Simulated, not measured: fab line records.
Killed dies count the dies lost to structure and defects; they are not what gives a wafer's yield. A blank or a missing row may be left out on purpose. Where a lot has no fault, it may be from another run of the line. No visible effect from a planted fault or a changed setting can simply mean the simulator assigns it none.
fab line records -- flow sfqLine
record: lots: 5, wafers: 15, lastDay: 82
route steps=325 shown L0@4 L0V@16 M0@28
lots that met no fault: from a run of the same line without faults
startH: hours from the record's opening day to when the first of the lot's shown wafers began -- waitH: how many hours have passed since the lot's step before this one -- " as in the row above -- L1.1+2: one row covering several wafers at once -- - no value, or no start given -- * or withheld: withheld -- < > ~ a bound
route shown NAME@n: a module of which the file shows steps, and the number in the route of the first -- usual: mean/standard deviation of fault-free wafers -- same: alike in all rows -- chamber/n: place in a boat -- sites: readings site by site -- _std_site: the values' standard deviation -- _edge_site: the outer-site mean with the inner-site mean subtracted -- radiusMm: for every site, how far away it sits from the centre of the wafer -- mask NAME#n: copy n -- behind: the last tool/chamber to shape the wafer -- hold: what put the lot on hold/how long, in hours/how the hold closed -- device: the n, p or np transistor that did not switch -- end of line: tests of these same wafers at the route's end -- step lacking rows: just its recipe -- killed: the dies lost at the first sort to structure and to defects; this is not the yield of the wafer -- map: per-die view of a wafer (x killed, . not killed, _ where there is no die)
set.NAME: the setting that was run; set.NAME@STEP: the one run at that earlier step -- model.NAME: the simulator's own value behind a step, which no gauge read
certain route steps with their lots: each step a table, each wafer a row
services: when a tool's chamber went out of use (startH, in hours from the record's first day, below 0 if earlier), for how many hours, and the reason
== steps ==
step: SFQ_L0_RS_MEAS_901
recipe: thkMeasGauge: four-point-probe, reads: MoNx_KI_of_TRILAYER_L0_DEP_SPUTTER_003
usual: L0_MONX_KI_RS: 43.5/0.6
lot.wafer,tool,chamber,startH,waitH,L0_MONX_KI_RS[ohm/sq]
L132.3,filmMetro-02,-,32.60,0.1,44.2
L132.4,filmMetro-02,-,32.60,0.1,43.2
L132.6,filmMetro-02,-,32.60,0.1,43.5
L137.3,filmMetro-01,-,57.60,0.1,43.9
L137.4,filmMetro-01,-,57.60,0.1,43.6
L137.5,filmMetro-01,-,57.60,0.1,42.5
L146.2,filmMetro-04,-,102.58,0.1,43.3
L146.3,filmMetro-04,-,102.58,0.1,43.3
L146.4,filmMetro-04,-,102.58,0.1,43.5
L149.1,filmMetro-04,-,117.56,0.0,43.1
L149.2,filmMetro-04,-,117.56,0.0,43.6
L149.6,filmMetro-04,-,117.56,0.0,43.4
L150.1,filmMetro-01,-,122.56,0.0,42.8
L150.3,filmMetro-01,-,122.56,0.0,44.4
L150.5,filmMetro-01,-,122.56,0.0,42.9
step: SFQ_L0_THK_MEAS_902
recipe: thkMeasGauge: xrf, reads: MoNx_KI_of_TRILAYER_L0_DEP_SPUTTER_003
usual: L0_MONX_KI_THK: 39.7/0.56
lot.wafer,tool,chamber,startH,waitH,L0_MONX_KI_THK[nm]
L132.3,filmMetro-02,-,32.70,0.1,39.4
L132.4,filmMetro-02,-,32.70,0.1,40.2
L132.6,filmMetro-02,-,32.70,0.1,40.0
L137.3,filmMetro-01,-,57.70,0.1,39.4
L137.4,filmMetro-01,-,57.70,0.1,39.5
L137.5,filmMetro-01,-,57.70,0.1,40.4
L146.2,filmMetro-04,-,102.69,0.1,39.9
L146.3,filmMetro-04,-,102.69,0.1,40.0
L146.4,filmMetro-04,-,102.69,0.1,39.9
L149.1,filmMetro-04,-,117.68,0.1,39.8
L149.2,filmMetro-04,-,117.68,0.1,39.5
L149.6,filmMetro-04,-,117.68,0.1,39.7
L150.1,filmMetro-01,-,122.68,0.1,40.1
L150.3,filmMetro-01,-,122.68,0.1,38.7
L150.5,filmMetro-01,-,122.68,0.1,40.2
step: SFQ_TRILAYER_L0_LITHO_COAT_010
recipe: resist: BARC, spinRpm: 3000, resistThkNm: 62
step: SFQ_TRILAYER_L0_LITHO_COAT_005
recipe: resist: KrF, spinRpm: 3000, resistThkNm: 600
step: SFQ_TRILAYER_L0_LITHO_SOFTBAKE_009
recipe: tempC: withheld, timeS: withheld, resist: KrF
step: SFQ_TRILAYER_L0_LITHO_EXPOSE_006
recipe: maskId: L0, na: 0.6, sourceShape: conventional, sigmaOuter: 0.65, targetCdNm: 2000, doseMj: 14.4
step: SFQ_TRILAYER_L0_LITHO_PEB_008
recipe: pebTempC: 115, pebTimeS: 60, resist: KrF
step: SFQ_TRILAYER_L0_LITHO_DEVELOP_007
recipe: timeS: 60, resist: KrF
step: SFQ_TRILAYER_L0_BARC_OPEN_METAL_ETCH_010
recipe: maskMaterial: PR, chemistry: O2, targetDepthNm: 125, target: BARC, icpW: 600, biasW: 80, pressureMtorr: 10, timeS: 41.7
step: SFQ_TRILAYER_L0_ETCH_METAL_ETCH_008
recipe: target: MoNx_KI, stopOn: SiO2, maskMaterial: PR, chemistry: SF6/O2, targetDepthNm: 50, icpW: 600, biasW: 80, pressureMtorr: 10, timeS: 25
usual: drypumpMotorCurrentA: 5.42/0.29, oesProductAu: 0.874/0.0081
lot.wafer,tool,chamber,startH,waitH,drypumpMotorCurrentA,oesProductAu,rfHoursCounterH
L132.3,rieMetal-03,0,101.90,0.0,5.01,0.871,-
L132.4,rieMetal-03,1,101.90,0.0,5.66,0.869,-
L132.6,rieMetal-03,1,101.90,0.0,5.64,0.874,-
L137.3,rieMetal-04,0,123.58,0.1,5.51,0.865,-
L137.4,rieMetal-04,0,123.58,0.1,5.51,0.870,-
L137.5,rieMetal-04,0,123.58,0.1,5.50,0.883,-
L146.2,rieMetal-03,0,189.15,0.0,5.01,0.868,184
L146.3,rieMetal-03,0,189.15,0.0,5.03,0.873,-
L146.4,rieMetal-03,1,189.15,0.0,5.67,0.872,-
L149.1,rieMetal-03,1,217.05,0.1,5.68,0.877,182
L149.2,rieMetal-03,1,217.05,0.1,5.66,0.876,-
L149.6,rieMetal-03,1,217.05,0.1,5.67,0.884,-
L150.1,rieMetal-03,1,223.05,0.1,5.68,0.885,184
L150.3,rieMetal-03,1,223.05,0.1,5.69,0.864,-
L150.5,rieMetal-03,1,223.05,0.1,5.67,0.876,-
step: SFQ_TRILAYER_L0_STRIP_STRIP_009
recipe: gas: O2, powerW: 200, platenTempC: 40, overashFraction: 0.65, chemistry: O2, pressureMtorr: 50
usual: drypumpMotorCurrentA: 5.43/0.29, oesProductAu: 1.006/0.013
lot.wafer,tool,chamber,startH,waitH,drypumpMotorCurrentA,oesProductAu,rfHoursCounterH
L132.3,rieMetal-03,0,102.13,0.2,5.00,1.017,-
L132.4,rieMetal-03,1,102.13,0.2,5.70,0.992,-
L132.6,rieMetal-03,1,102.13,0.2,5.68,0.989,-
L137.3,rieMetal-04,0,124.04,0.4,5.49,0.995,-
L137.4,rieMetal-04,0,124.04,0.4,5.49,0.997,-
L137.5,rieMetal-04,0,124.04,0.4,5.49,1.004,-
L146.2,rieMetal-03,0,189.20,0.0,5.01,1.020,184
L146.3,rieMetal-03,0,189.20,0.0,5.01,1.018,-
L146.4,rieMetal-03,1,189.20,0.0,5.69,0.988,-
L149.1,rieMetal-03,1,217.14,0.1,5.67,1.007,182
L149.2,rieMetal-03,1,217.14,0.1,5.66,0.997,-
L149.6,rieMetal-03,1,217.14,0.1,5.67,1.010,-
L150.1,rieMetal-03,1,223.14,0.1,5.68,1.001,184
L150.3,rieMetal-03,1,223.14,0.1,5.68,1.002,-
L150.5,rieMetal-03,1,223.14,0.1,5.68,0.998,-
step: SFQ_TRILAYER_L0_STRIP_SOLV_CLEAN_010
recipe: chemistry: NMP, tempC: 70, timeS: 600
step: SFQ_TRILAYER_L0_CAP_PECVD_011
recipe: material: SiO2, tempC: 150, timeS: 13.333, pressureTorr: 2.4, rfW: 183.3, precursor: SiH4/N2O, targetThkNm: 60
usual: heaterPowerW: 93/16, throttleValvePct: 24.1/1.2
lot.wafer,tool,chamber,startH,waitH,heaterPowerW,throttleValvePct,model.SiO2_of_TRILAYER_L0_CAP_PECVD_011.thkNm
L132.3,pecvd-04,1,102.71,0.0,118,23.1,60.43
L132.4,pecvd-04,1,102.71,0.0,114,23.2,61.24
L132.6,pecvd-04,2,102.71,0.0,106,23.7,60.47
L137.3,pecvd-02,1,125.01,0.0,76,22.2,59.66
L137.4,pecvd-02,2,125.01,0.0,74,25.1,60.5
L137.5,pecvd-02,1,125.01,0.0,74,21.9,60.53
L146.2,pecvd-02,0,189.97,0.0,77,24.6,59.22
L146.3,pecvd-02,2,189.97,0.0,77,24.9,62.45
L146.4,pecvd-02,2,189.97,0.0,77,24.9,60.64
L149.1,pecvd-04,0,218.51,0.0,100,23.3,58.08
L149.2,pecvd-04,1,218.51,0.0,109,23.5,60.65
L149.6,pecvd-04,0,218.51,0.0,99,22.9,59.72
L150.1,pecvd-01,1,224.51,0.0,121,25.5,58.74
L150.3,pecvd-01,2,224.51,0.0,80,25.3,59.19
L150.5,pecvd-01,1,224.51,0.0,124,25.8,59.88
step: SFQ_TRILAYER_L0_VIA_LITHO_COAT_018
recipe: resist: BARC, spinRpm: 3000, resistThkNm: 62
step: SFQ_TRILAYER_L0_VIA_LITHO_COAT_013
recipe: resist: KrF, spinRpm: 3000, resistThkNm: 650
step: SFQ_TRILAYER_L0_VIA_LITHO_SOFTBAKE_017
recipe: tempC: withheld, timeS: withheld, resist: KrF
step: SFQ_TRILAYER_L0_VIA_LITHO_EXPOSE_014
recipe: maskId: L0V, na: 0.6, sourceShape: conventional, sigmaOuter: 0.65, targetCdNm: 700, doseMj: 21.3
step: SFQ_TRILAYER_L0_VIA_LITHO_PEB_016
recipe: pebTempC: 115, pebTimeS: 60, resist: KrF
step: SFQ_TRILAYER_L0_VIA_LITHO_DEVELOP_015
recipe: timeS: 60, resist: KrF
step: SFQ_L0V_OVL_MEAS_903
usual: L0V_OVL: 1/6.3
lot.wafer,tool,chamber,startH,waitH,L0V_OVL[nm]
L132.3,overlay-01,-,187.91,0.1,5
L132.4,overlay-01,-,187.91,0.1,-3
L132.6,overlay-01,-,187.91,0.1,3
L137.3,overlay-01,-,225.34,0.1,-4
L137.4,overlay-01,-,225.34,0.1,-2
L137.5,overlay-01,-,225.34,0.1,-4
L146.2,overlay-02,-,289.82,0.1,-3
L146.3,overlay-02,-,289.82,0.1,4
L146.4,overlay-02,-,289.82,0.1,-2
L149.1,overlay-02,-,312.59,0.1,12
L149.2,overlay-02,-,312.59,0.1,9
L149.6,overlay-02,-,312.59,0.1,8
L150.1,overlay-02,-,319.79,0.1,-4
L150.3,overlay-02,-,319.79,0.1,-3
L150.5,overlay-02,-,319.79,0.1,-7
step: SFQ_TRILAYER_L0_VIA_BARC_OPEN_VIA_ETCH_021
recipe: maskMaterial: PR, chemistry: O2, targetDepthNm: 125, target: BARC, sourceW: 500, biasW: 80, pressureMtorr: 30, timeS: 41.7
usual: drypumpMotorCurrentA: 5.8/0.35, oesProductAu: 0.685/0.0047
lot.wafer,tool,chamber,startH,waitH,drypumpMotorCurrentA,oesProductAu,rfHoursCounterH
L132.3,rieDiel-01,0,187.93,0.0,6.0,0.684,132
L132.4,rieDiel-01,3,187.93,0.0,6.0,0.685,20
L132.6,rieDiel-01,2,187.93,0.0,6.1,0.693,-
L137.3,rieDiel-01,0,225.36,0.0,6.0,0.689,132
L137.4,rieDiel-01,1,225.36,0.0,5.4,0.681,-
L137.5,rieDiel-01,0,225.36,0.0,6.0,0.683,-
L146.2,rieDiel-01,2,289.85,0.0,6.0,0.686,128
L146.3,rieDiel-01,3,289.85,0.0,5.9,0.680,22
L146.4,rieDiel-01,0,289.85,0.0,6.0,0.688,133
L149.1,rieDiel-01,1,312.63,0.0,5.4,0.691,55
L149.2,rieDiel-01,3,312.63,0.0,5.9,0.681,22
L149.6,rieDiel-01,1,312.63,0.0,5.4,0.682,-
L150.1,rieDiel-04,2,319.83,0.0,6.1,0.678,31
L150.3,rieDiel-04,1,319.83,0.0,6.0,0.685,6
L150.5,rieDiel-04,3,319.83,0.0,5.6,0.686,-
step: SFQ_TRILAYER_L0_VIA_ETCH_VIA_ETCH_016
recipe: target: SiO2, stopOn: MoNx_KI, maskMaterial: PR, chemistry: CHF3, targetDepthNm: 80, sourceW: 500, biasW: 80, pressureMtorr: 30, timeS: withheld
usual: drypumpMotorCurrentA: 5.8/0.35, oesProductAu: 0.841/0.0078
lot.wafer,tool,chamber,startH,waitH,drypumpMotorCurrentA,oesProductAu,model.etch.depthNm,model.L0V.featureDepthNm
L132.3,rieDiel-01,0,187.97,0.0,6.0,0.843,60.43,60.43
L132.4,rieDiel-01,3,187.97,0.0,6.0,0.853,61.24,61.24
L132.6,rieDiel-01,2,187.97,0.0,6.0,0.854,60.47,60.47
L137.3,rieDiel-01,0,225.40,0.0,6.0,0.836,59.66,59.66
L137.4,rieDiel-01,1,225.40,0.0,5.4,0.849,60.5,60.5
L137.5,rieDiel-01,0,225.40,0.0,6.0,0.847,60.53,60.53
L146.2,rieDiel-01,2,289.89,0.0,6.0,0.837,59.22,59.22
L146.3,rieDiel-01,3,289.89,0.0,6.0,0.860,62.45,62.45
L146.4,rieDiel-01,0,289.89,0.0,6.0,0.845,60.64,60.64
L149.1,rieDiel-01,1,312.67,0.0,5.4,0.828,58.08,58.08
L149.2,rieDiel-01,3,312.67,0.0,6.0,0.853,60.65,60.65
L149.6,rieDiel-01,1,312.67,0.0,5.4,0.834,59.72,59.72
L150.1,rieDiel-04,2,319.87,0.0,6.1,0.833,58.74,58.74
L150.3,rieDiel-04,1,319.87,0.0,6.0,0.830,59.19,59.19
L150.5,rieDiel-04,3,319.87,0.0,5.6,0.839,59.88,59.88
step: SFQ_TRILAYER_L0_VIA_STRIP_STRIP_017
recipe: gas: O2, powerW: 200, platenTempC: 40, overashFraction: 0.65, chemistry: O2, pressureMtorr: 50
usual: drypumpMotorCurrentA: 5.6/0.37, oesProductAu: 0.993/0.015
lot.wafer,tool,chamber,startH,waitH,drypumpMotorCurrentA,oesProductAu,rfHoursCounterH
L132.3,rieMetal-01,0,188.22,-,5.3,0.970,-
L132.4,rieMetal-01,1,188.22,-,6.1,0.989,-
L132.6,rieMetal-01,1,188.22,-,6.1,0.983,-
L137.3,rieMetal-01,0,225.65,-,5.3,0.979,-
L137.4,rieMetal-01,1,225.65,-,6.1,0.996,-
L137.5,rieMetal-01,1,225.65,-,6.1,0.991,-
L146.2,rieMetal-02,1,289.93,-,5.9,0.987,35
L146.3,rieMetal-02,1,289.93,-,5.9,0.990,-
L146.4,rieMetal-02,0,289.93,-,5.7,0.983,-
L149.1,rieMetal-01,1,312.72,-,6.1,0.997,0
L149.2,rieMetal-01,0,312.72,-,5.3,0.979,102
L149.6,rieMetal-01,1,312.72,-,6.1,1.002,-
L150.1,rieMetal-01,1,319.92,-,6.1,1.012,1
L150.3,rieMetal-01,0,319.92,-,5.3,0.993,-
L150.5,rieMetal-01,0,319.92,-,5.4,0.989,-
step: SFQ_TRILAYER_L0_VIA_STRIP_SOLV_CLEAN_018
recipe: chemistry: NMP, tempC: 70, timeS: 600
step: SFQ_TRILAYER_M0_DEP_PRE_CLEAN_020
recipe: gas: Ar, timeS: 15, biasV: 250
lot.wafer,tool,chamber,startH,waitH,model.SiO2_of_TRILAYER_L0_CAP_PECVD_011.thkNm
L132.3,pvdSputter-06,-,188.79,0.0,55.43
L132.4,pvdSputter-06,-,188.79,0.0,56.24
L132.6,pvdSputter-06,-,188.79,0.0,55.47
L137.3,pvdSputter-03,-,226.22,0.0,54.66
L137.4,pvdSputter-03,-,226.22,0.0,55.5
L137.5,pvdSputter-03,-,226.22,0.0,55.53
L146.2,pvdSputter-05,-,290.71,0.0,54.22
L146.3,pvdSputter-05,-,290.71,0.0,57.45
L146.4,pvdSputter-05,-,290.71,0.0,55.64
L149.1,pvdSputter-05,-,313.49,0.0,53.08
L149.2,pvdSputter-05,-,313.49,0.0,55.65
L149.6,pvdSputter-05,-,313.49,0.0,54.72
L150.1,pvdSputter-03,-,320.69,0.0,53.74
L150.3,pvdSputter-03,-,320.69,0.0,54.19
L150.5,pvdSputter-03,-,320.69,0.0,54.88
step: SFQ_TRILAYER_M0_DEP_SPUTTER_019
recipe: material: Nb, basePressurePa: 1.33e-06, chamberPressurePa: 0.1333, substrateTempC: 20, resputterCathodeVoltageV: 400, targetThkNm: 200, powerW: 2000, timeS: 133.3
usual: throttleValvePct: 30.0/1.3
lot.wafer,tool,chamber,startH,waitH,throttleValvePct
L132.3,pvdSputter-06,-,188.82,0.0,29.6
L132.4,pvdSputter-06,-,188.82,0.0,28.9
L132.6,pvdSputter-06,-,188.82,0.0,29.3
L137.3,pvdSputter-03,-,226.25,0.0,30.1
L137.4,pvdSputter-03,-,226.25,0.0,28.3
L137.5,pvdSputter-03,-,226.25,0.0,31.5
L146.2,pvdSputter-05,-,290.73,0.0,31.8
L146.3,pvdSputter-05,-,290.73,0.0,30.9
L146.4,pvdSputter-05,-,290.73,0.0,30.2
L149.1,pvdSputter-05,-,313.52,0.0,28.2
L149.2,pvdSputter-05,-,313.52,0.0,30.4
L149.6,pvdSputter-05,-,313.52,0.0,28.1
L150.1,pvdSputter-03,-,320.72,0.0,28.2
L150.3,pvdSputter-03,-,320.72,0.0,30.1
L150.5,pvdSputter-03,-,320.72,0.0,31.7
== services ==
tool,chamber,startH,hours,kind
rieDiel-01,1,83.97,10.3,repair
pvdSputter-06,-,84.89,2.4,repair
pecvd-02,-,114.70,3.0,repair
rieMetal-04,1,115.64,6.3,repair
pecvd-04,0,124.30,5.2,repair
pecvd-04,-,128.36,9.3,repair
rieMetal-03,-,151.01,0.2,repair
pvdSputter-06,-,154.92,2.6,repair
rieDiel-04,0,161.52,20.5,repair
pvdSputter-05,-,171.34,1.0,repair
rieDiel-01,0,203.65,8.6,repair
rieDiel-01,2,206.35,21.2,repair
pvdSputter-06,-,207.03,3.2,repair
rieDiel-04,1,210.80,6.2,repair
rieDiel-04,0,213.55,3.0,repair
pecvd-02,-,225.86,2.8,pm
pecvd-02,-,236.41,28.1,pm
rieMetal-03,1,242.45,19.5,repair
rieDiel-04,0,245.86,4.0,repair
rieDiel-04,0,277.95,7.9,repair
rieMetal-01,0,279.19,10.5,repair
rieMetal-03,-,284.16,3.1,repair
rieDiel-01,-,292.60,0.1,repair
pvdSputter-03,-,310.75,8.5,repair
== key ==
firstSign none at tools or gauges
modelEffect: step: SFQ_TRILAYER_L0_CAP_PECVD_011, value: SiO2_of_TRILAYER_L0_CAP_PECVD_011.thkNm, without: 59.29, struck: 62.45
modelEffect: step: SFQ_TRILAYER_L0_VIA_ETCH_VIA_ETCH_016, value: etch.depthNm, without: 59.29, struck: 62.45
modelEffect: step: SFQ_TRILAYER_M0_DEP_PRE_CLEAN_020, value: SiO2_of_TRILAYER_L0_CAP_PECVD_011.thkNm, without: 54.29, struck: 57.45
metAt SFQ_TRILAYER_L0_CAP_PECVD_011
struckWafers L146.3
onsetBetween 125.01 189.97
fault: kind: processParameterDrift, tool: pecvd-02, chamber: -, onsetH: 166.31, steps: SFQ_TRILAYER_L0_CAP_PECVD_011, channel: timeS, offset: *, shape: step, endH: 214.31, scope: struckWafersOnly, actsIn: *, stated: *
